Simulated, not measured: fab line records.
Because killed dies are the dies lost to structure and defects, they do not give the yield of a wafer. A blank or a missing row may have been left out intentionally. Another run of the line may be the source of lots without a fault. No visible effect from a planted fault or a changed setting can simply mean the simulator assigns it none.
Code-filled problem report in 8D (eight disciplines) form / flow sky130 / the parts of the form that need people (team, actions taken, sign-off) are left out

1. PROBLEM STATEMENT
Wafers without a fault read 496.0 W, standard deviation 1.7; rfFwdPowerW at SKY_METAL3_ETCH_16 reads a mean of 576.6 W on 9 wafers belonging to 3 lots. That is +47 standard deviations from the usual mean.
The step: etches BARC in N2/H2, stops on SiO2, time 88.2 s, target depth 60 nm.
The first sign was on wafer L843.2 at day 42 17:17, on rieMetal-03. Wafers with a number at this step in the record: 21, from 7 lots. Rule for "out", or "out of limits": more than 4 standard deviations from the usual mean. Any other wafer with a number is counted as sound.

2. WHAT THIS IS AND IS NOT
question=which readings at this step | is=rfFwdPowerW | is not=drypumpMotorCurrentA, oesProductAu, throttleValvePct
question=which lots | is=L843, L845, L846 | is not=L835, L839, L842, L852
question=which wafers of those lots | is=all that have a number | is not=-
question=read on which tools | is=rieMetal-03 | is not=rieMetal-02
question=when | is=from day 42 17:17 | is not=up to then (9 sound wafers); but 3 sound wafers of L852 came after

3. WHAT RULES OUT EACH SUSPECT
Counting: a tool at any process step up to the reading remains a suspect when it ran all the lots that are out and ran no sound lot after the first of those.
- rieMetal-03 at SKY_METAL3_DESCUM_15 (chemistry O2, time 8 s): kept. Every lot that is out went through it, starting with L843 (day 42 17:16), and after that it ran no sound lot; the last sound lot it ran before then is L839 (day 41 20:10).
- rieMetal-03 at SKY_METAL3_ETCH_16 (etches BARC in N2/H2, stops on SiO2, time 88.2 s, target depth 60 nm): kept. Every lot that is out went through it, starting with L843 (day 42 17:17), and after that it ran no sound lot; the last sound lot it ran before then is L839 (day 41 20:11). Its own readings are out on those wafers: rfFwdPowerW.
Left after counting: rieMetal-03 at SKY_METAL3_DESCUM_15, rieMetal-03 at SKY_METAL3_ETCH_16.

4. THE CAUSE (what the simulator had put in)
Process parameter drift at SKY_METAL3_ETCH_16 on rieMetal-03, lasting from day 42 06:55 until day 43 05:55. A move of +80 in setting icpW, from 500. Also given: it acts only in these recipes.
Counting leaves 2 suspects; this tool is one of them.

5. SEQUENCE OF EFFECTS, ordered by route
Each row: a reading whose mean over the struck wafers that have a number lies more than 3 standard deviations from the usual. Only readings for which the record gives a usual standard deviation are gone through. hours: the time from each lot's start at the first step in this table that gives one to its start at this step, as a median over the lots. sigmas: the change in usual standard deviations.
hours=0; step=SKY_METAL3_ETCH_16; reading=rfFwdPowerW; usual=496.0 W; on struck wafers=576.6; change=+80.6; sigmas=+47
Here are the process steps it includes:
- SKY_METAL3_ETCH_16: etches BARC in N2/H2, stops on SiO2, time 88.2 s, target depth 60 nm.

6. WHAT WOULD HAVE CAUGHT IT SOONER
First out-of-limits reading in this record: day 42 17:17, which is 10 hours after fault onset at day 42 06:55.
